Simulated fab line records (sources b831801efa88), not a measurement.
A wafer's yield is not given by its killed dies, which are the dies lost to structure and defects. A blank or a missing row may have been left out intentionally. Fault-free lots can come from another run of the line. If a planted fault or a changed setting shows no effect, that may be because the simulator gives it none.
Split-lot experiment	flow sky130	on a route of 708 steps: 5 lots, 23 wafers read

## THE SPLIT ITSELF
At SKY_VIA2_COAT_07 (resist thk 450 nm), the setting resist_thk_nm was moved away from the recipe's 450 nm on 9 of the 23 wafers read, by -3.0% to +2.0%. For the rest of the wafers, this setting stayed at what the recipe calls for.

The split's own step is where the reading is taken.

## THE READING
KrF-thick_of_VIA2_COAT_07.thk_nm (the simulator's own value, which no gauge read), in nm, at SKY_VIA2_COAT_07 (resist thk 450 nm). No usual value for it is given in the file. Average 450.5 nm, standard deviation 1.7 nm, over the 14 wafers here run with the recipe.

wafer	tool, chamber at the split	resist_thk_nm as run, nm	against the recipe	KrF-thick_of_VIA2_COAT_07.thk_nm, nm	against lot-mates on the recipe
L077.1	litho_track-02, 0	450	recipe	453	-
L077.4	litho_track-02, 0	450	recipe	452.6	-
L077.5	litho_track-02, 0	450	recipe	453.3	-
L079.1	litho_track-04, 0	450	recipe	450.4	-
L079.2	litho_track-04, 0	450	recipe	448.9	-
L079.4	litho_track-04, 0	459	+2.0%	457.2	+7.6
L079.5	litho_track-04, 0	459	+2.0%	458.3	+8.7
L079.6	litho_track-04, 0	459	+2.0%	458	+8.4
L082.1	litho_track-01, 0	438.4	-2.6%	439.5	-12.1
L082.2	litho_track-01, 0	450	recipe	452	-
L082.4	litho_track-01, 0	438.4	-2.6%	439.3	-12.2
L082.5	litho_track-01, 0	438.4	-2.6%	441.4	-10.2
L082.6	litho_track-01, 0	450	recipe	451.1	-
L083.1	litho_track-02, 0	450	recipe	448.4	-
L083.2	litho_track-02, 0	450	recipe	449.6	-
L083.3	litho_track-02, 0	450	recipe	448.3	-
L083.6	litho_track-02, 0	450	recipe	448.3	-
L083.4	litho_track-02, 0	450	recipe	449.5	-
L085.1	litho_track-02, 0	450	recipe	451.7	-
L085.2	litho_track-02, 0	436.4	-3.0%	437.2	-13.8
L085.4	litho_track-02, 0	436.4	-3.0%	436.8	-14.1
L085.5	litho_track-02, 0	450	recipe	450.2	-
L085.6	litho_track-02, 0	436.4	-3.0%	436.9	-14.1

FIT RESULTS
A straight line over all 23 wafers: KrF-thick_of_VIA2_COAT_07.thk_nm changes by +4.13 nm for each +1% of resist_thk_nm; r = +0.97; the points scatter about the line by 1.5 nm.
The same after taking each lot's own level away (the mean of its wafers on the recipe; 23 wafers): +4.43 nm for each +1%; r = +1.00; scatter 0.69 nm.
According to that fit, moving resist_thk_nm by its largest amount changes the reading by 13 nm.
The span of the lots' own levels, 448.82 to 452.97 nm, comes to 2.4 times the standard deviation stated above.
Hence the lot-to-lot level has little effect on the slope; both slopes agree.
Check: -13.5 nm against its lot-mates is what the line predicts for one of the wafers moved furthest among these (-3.0%) when that wafer is left out of the fit. It came out at -13.8 nm against them.

## THE OTHER SPLITS THESE WAFERS WENT THROUGH
These wafers also went through other splits before the reading. Each is held against what the fit with the lots' levels taken away leaves over:
other split on the same wafers	wafers away from the commonest value	r with KrF-thick_of_VIA2_COAT_07.thk_nm (lot level and that fit taken away)
SKY_CONTACT_ETCH_16 bias_w	8	-0.09
SKY_CONTACT_SPUTTER_23 chamber_pressure_pa	15	-0.02
SKY_METAL1_SPUTTER_02 power_w	10	-0.43
SKY_VIA1_ETCH_15 time_s	10	-0.11
SKY_METAL2_SPUTTER_02 time_s	9	-0.27
SKY_METAL2_METAL_ETCH_19 icp_w	10	+0.11

## FILE'S OWN FIT
KrF-thick_of_VIA2_COAT_07.thk_nm changes by +4.46 nm for each +1% of resist_thk_nm, r = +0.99.
